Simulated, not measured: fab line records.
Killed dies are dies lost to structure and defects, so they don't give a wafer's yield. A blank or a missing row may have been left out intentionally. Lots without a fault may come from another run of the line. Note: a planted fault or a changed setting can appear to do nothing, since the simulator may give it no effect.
Problem report in the 8D (eight disciplines) form, filled by code | flow sky130 | the parts of the form that need people (team, actions taken, sign-off) are left out

## 1. THE ISSUE
Wafers without a fault read 494.7 W, standard deviation 1.9; rf fwd power W at SKY_METAL1_ETCH_18 reads a mean of 410.9 W on 3 wafers belonging to 2 lots. That is -44 standard deviations from the usual mean.
The step: etches BARC in N2/H2, stops on SiO2, time 45.9 s, target depth 60 nm.
First observed at day 35 23:34: wafer L188.4, on rie metal-04. At this step, 18 wafers from 6 lots have a number in the record. Rule for "out" (also "out of limits"): further than 4 standard deviations from the usual mean. The other wafers with a number count as sound.

## 2. WHAT IT IS AND WHAT IT IS NOT
question                    | is                     | is not
which readings at this step | rf fwd power W         | bias w, chamber pressure mTorr, drypump motor current A, he backside leak sccm, oes product au, throttle valve pct
which lots                  | L188, L190             | L182, L194, L197, L202
which wafers of those lots  | L188.4, L190.3, L190.6 | L188.3, L188.5, L190.5
read on which tools         | rie metal-04           | rie metal-01, rie metal-03
when                        | from day 35 23:34      | up to then (5 sound wafers); but 10 sound wafers of L190, L194, L197, L202 came after

## 3. WHAT RULES OUT EACH SUSPECT
Counting: if a tool at a process step up to the reading ran every lot that is out, it stays a suspect. Sound lots after the first of them don't rule it out here, since some wafers of a struck lot are sound.
- rie metal-04 at SKY_METAL1_DESCUM_17 (chemistry O2, time 8 s): kept. It ran every lot that is out, first L188 (day 35 23:31); its last sound lot up to then is L182 (day 34 06:19).
- rie metal-04 at SKY_METAL1_ETCH_18 (etches BARC in N2/H2, stops on SiO2, time 45.9 s, target depth 60 nm): kept. It ran every lot that is out, first L188 (day 35 23:34); its last sound lot up to then is L182 (day 34 06:23). Its own rf fwd power W readings are out on those wafers.
- Within rie metal-04 at SKY_METAL1_DESCUM_17: the wafers that are out ran in chamber 1; their sound lot-mates ran in chamber 0.
- Within rie metal-04 at SKY_METAL1_ETCH_18: the wafers that are out ran in chamber 1; their sound lot-mates ran in chamber 0.
What counting leaves: rie metal-04 at SKY_METAL1_DESCUM_17 and rie metal-04 at SKY_METAL1_ETCH_18.

## 4. THE CAUSE (what the simulator had put in)
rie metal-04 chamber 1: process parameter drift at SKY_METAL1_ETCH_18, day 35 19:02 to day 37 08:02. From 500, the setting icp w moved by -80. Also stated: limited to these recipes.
Counting leaves 2 suspects; this tool is one of them.

## 5. THE CHAIN OF EFFECTS, in route order
One row per reading whose mean, taken over the struck wafers that have a number, lies over 3 standard deviations from the usual. Scope: only readings with a usual standard deviation given in the record; hours: median across lots of the time from each lot's start at the first step in this table that gives one to its start at this step; sigmas: change in usual standard deviations.
hours | step               | reading        | usual   | on struck wafers | change | sigmas
0     | SKY_METAL1_ETCH_18 | rf fwd power W | 494.7 W | 410.9            | -83.8  | -44
It contains these process steps:
- SKY_METAL1_ETCH_18: etches BARC in N2/H2, stops on SiO2, time 45.9 s, target depth 60 nm.

## 6. HOW IT WOULD HAVE BEEN CAUGHT EARLIER
In this record no reading fell out of limits until day 35 23:34, 5 hours after the fault had begun at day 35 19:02.
